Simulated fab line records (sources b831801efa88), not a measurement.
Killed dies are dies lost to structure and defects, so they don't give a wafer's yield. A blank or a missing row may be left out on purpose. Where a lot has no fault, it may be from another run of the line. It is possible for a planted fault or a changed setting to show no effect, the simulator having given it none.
Which of the tools did it?    flow gf180mcu    Sampling: 12 lots, 36 wafers, 6 of 602 route steps

== WHAT EACH GAUGE READ, for each wafer ==
GF_STI_BOW_MEAS_00.
lot   measured     on             INCOMING_BOW (um)
L199  day 1 10:01  film metro-02  7 -1 5
L201  day 1 20:00  film metro-04  0 5 -5
L202  day 2 01:00  film metro-03  0 -1 0
L205  day 2 16:00  film metro-02  -2 -4 -9
L206  day 2 21:00  film metro-03  4 3 2
L207  day 3 02:02  film metro-04  6 7 1
L209  day 3 12:00  film metro-03  4 9 3
L215  day 4 18:00  film metro-04  3 16 3
L217  day 5 04:02  film metro-04  6 -15 -9
L220  day 5 19:00  film metro-04  4 4 4
L221  day 6 00:01  film metro-02  0 4 0
L222  day 6 05:00  film metro-03  3 -2 9

GF_STI_THK_MEAS_04.
lot   measured     on             STI_CVD_03_THK (nm)
L199  day 1 13:34  film metro-03  209.2 210.2 210.1
L201  day 1 23:52  film metro-03  212.4 211.9 212.6
L202  day 2 04:41  film metro-04  207.5 207.6 207.2
L205  day 2 19:34  film metro-04  208.5 205.9 206.9
L206  day 3 00:39  film metro-03  209.6 208.0 207.9
L207  day 3 06:06  film metro-02  207.5 207.5 206.7
L209  day 3 15:34  film metro-03  210.0 209.2 207.6
L215  day 4 21:34  film metro-02  206.9 208.3 207.3
L217  day 5 09:14  film metro-03  207.7 208.4 207.9
L220  day 5 22:34  film metro-03  204.9 207.6 206.5
L221  day 6 03:34  film metro-03  210.4 209.9 208.7
L222  day 6 09:33  film metro-03  209.2 209.5 209.6

GF_MVPSD_TW_MEAS_11.
lot   measured      on             MVPSD_TW
L199  day 5 00:58   film metro-04  551.9 555.1 554.5
L201  day 5 12:38   film metro-01  551.8 552.7 553.4
L202  day 5 18:08   film metro-01  552.0 551.2 554.4
L205  day 6 11:50   film metro-04  547.5 551.2 545.9
L206  day 6 18:38   film metro-01  552.2 554.0 549.6
L207  day 7 01:28   film metro-04  548.2 554.0 546.1
L209  day 7 11:50   film metro-04  553.4 542.9 556.3
L215  day 8 23:51   film metro-02  559.0 565.9 560.0
L217  day 9 13:25   film metro-02  554.5 552.6 552.9
L220  day 10 06:44  film metro-04  556.6 557.9 555.7
L221  day 10 10:20  film metro-02  556.0 555.4 554.8
L222  day 10 21:32  film metro-02  556.0 553.3 552.8

GF_VT_IMPLANT_RS_MEAS_49: a four-point-probe measurement.
lot   measured      on             MVPSD_RS (ohm/sq)
L199  day 7 12:00   film metro-01  1166.9 1167.2 1165.9
L201  day 8 02:50   film metro-01  1171.2 1172.2 1174.6
L202  day 8 08:46   film metro-04  1168.8 1169.1 1174.4
L205  day 9 04:58   film metro-02  1166.8 1169.4 1170.4
L206  day 9 13:17   film metro-04  1169.3 1166.7 1164.8
L207  day 9 20:28   film metro-01  1200.2 1169.4 1207.1
L209  day 10 08:49  film metro-04  1173.8 1205.1 1171.5
L215  day 12 01:05  film metro-02  1168.5 1168.4 1170.4
L217  day 12 16:52  film metro-02  1163.8 1167.9 1171.5
L220  day 13 12:13  film metro-01  1167.3 1170.3 1168.5
L221  day 13 16:53  film metro-01  1164.3 1165.7 1165.8
L222  day 14 04:31  film metro-01  1170.2 1167.4 1170.0

== WHAT TOOL EACH LOT RAN ON (gives the tool, then ch and the chambers of the sampled wafers, and finally the start) ==
lot   GF_MVPSD_IMPLANT_08              GF_VT_IMPLANT_STRIP_31
L199  implanter-04 ch 0, day 5 00:35   plasma asher-04 ch 0, day 6 20:11
L201  implanter-01 ch 0, day 5 12:14   plasma asher-04 ch 0,1, day 7 10:07
L202  implanter-01 ch 0, day 5 17:44   plasma asher-01 ch 0,1, day 7 15:51
L205  implanter-01 ch 0, day 6 11:26   plasma asher-03 ch 0,1, day 8 11:20
L206  implanter-01 ch 0, day 6 18:14   plasma asher-04 ch 0,1, day 8 19:00
L207  implanter-01 ch 0, day 7 01:05   plasma asher-01 ch 0,1, day 9 02:49
L209  implanter-01 ch 0, day 7 11:26   plasma asher-03 ch 0,1, day 9 14:27
L215  implanter-04 ch 0, day 8 23:27   plasma asher-04 ch 0,1, day 11 05:06
L217  implanter-04 ch 0, day 9 13:03   plasma asher-04 ch 0,1, day 11 20:38
L220  implanter-04 ch 0, day 10 06:20  plasma asher-01 ch 0,1, day 12 15:30
L221  implanter-02 ch 0, day 10 09:58  plasma asher-01 ch 0,1, day 12 20:12
L222  implanter-04 ch 0, day 10 21:08  plasma asher-03 ch 0,1, day 13 07:30
- GF_MVPSD_IMPLANT_08
- GF_VT_IMPLANT_STRIP_31: strips in O2/N2.

== WHAT THE TOOLS THEMSELVES READ (means of the sampled wafers that have a number; where no wafer has one, the mark that the record gives instead) ==
GF_MVPSD_IMPLANT_08.
lot   tool          beam energy keV
L199  implanter-04  169.94
L201  implanter-01  169.98
L202  implanter-01  169.94
L205  implanter-01  169.98
L206  implanter-01  169.96
L207  implanter-01  169.98
L209  implanter-01  170.02
L215  implanter-04  169.98
L217  implanter-04  169.94
L220  implanter-04  169.97
L221  implanter-02  169.97
L222  implanter-04  170.00

GF_VT_IMPLANT_STRIP_31.
lot   tool             drypump motor current A (A)  heater power w (W)  oes product au (a.u.)  strip time to endpoint s (s)
L199  plasma asher-04  5.1                          334                 0.715                  12.62
L201  plasma asher-04  5.5                          324                 0.719                  12.61
L202  plasma asher-01  5.7                          330                 0.715                  12.64
L205  plasma asher-03  6.0                          382                 0.715                  12.62
L206  plasma asher-04  5.5                          323                 0.713                  12.64
L207  plasma asher-01  5.7                          330                 0.713                  12.69
L209  plasma asher-03  6.0                          380                 0.720                  12.68
L215  plasma asher-04  6.0                          320                 0.711                  12.71
L217  plasma asher-04  6.0                          323                 0.718                  12.64
L220  plasma asher-01  5.6                          332                 0.712                  12.59
L221  plasma asher-01  5.6                          329                 0.719                  12.62
L222  plasma asher-03  6.0                          380                 0.713                  12.63

== THE ANSWER, worked out from the rows above alone ==
Rule: the lots themselves supply what counts as usual. The widest of any qualifying gaps counts: lots, ordered by their means at a reading, are off when they make up no more than a third of the lots, leave a main group of 4 or more, and stand apart from it by 3 or more times the standard deviation of that group's means. If all means in a main group match to the digits the tables above print for the reading, that group is not used. Also off: a lot with no number at a reading for which 4 or more lots have one. Where the step has rows for the other lots, those lots are counted as sound. The gauges are gone through in route order, then the tools' own readings, and for those a lot's mean is taken as printed above. At the first step where some lot is off, the reading lying furthest off is the one used; lots without a number count as furthest.
Off: at GF_VT_IMPLANT_RS_MEAS_49 (MVPSD_RS), L207, L209. For the main group the mean is 1168.6 ohm/sq and the standard deviation 2.
A tool fits if, at a process step before that reading, it ran every lot that is off, and no sound lot after the first of them. The gauges at GF_VT_IMPLANT_RS_MEAS_49 are tried like those tools. One fits: GF_MVPSD_IMPLANT_08 on implanter-01. Its last sound lot is L206 (day 6 18:14), its first lot that is off L207 (day 7 01:05): a fault that began between those two fits.

== WHAT WAS PUT IN BY THE SIMULATOR ==
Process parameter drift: implanter-01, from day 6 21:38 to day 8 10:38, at GF_MVPSD_IMPLANT_08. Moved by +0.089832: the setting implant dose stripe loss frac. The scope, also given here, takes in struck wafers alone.
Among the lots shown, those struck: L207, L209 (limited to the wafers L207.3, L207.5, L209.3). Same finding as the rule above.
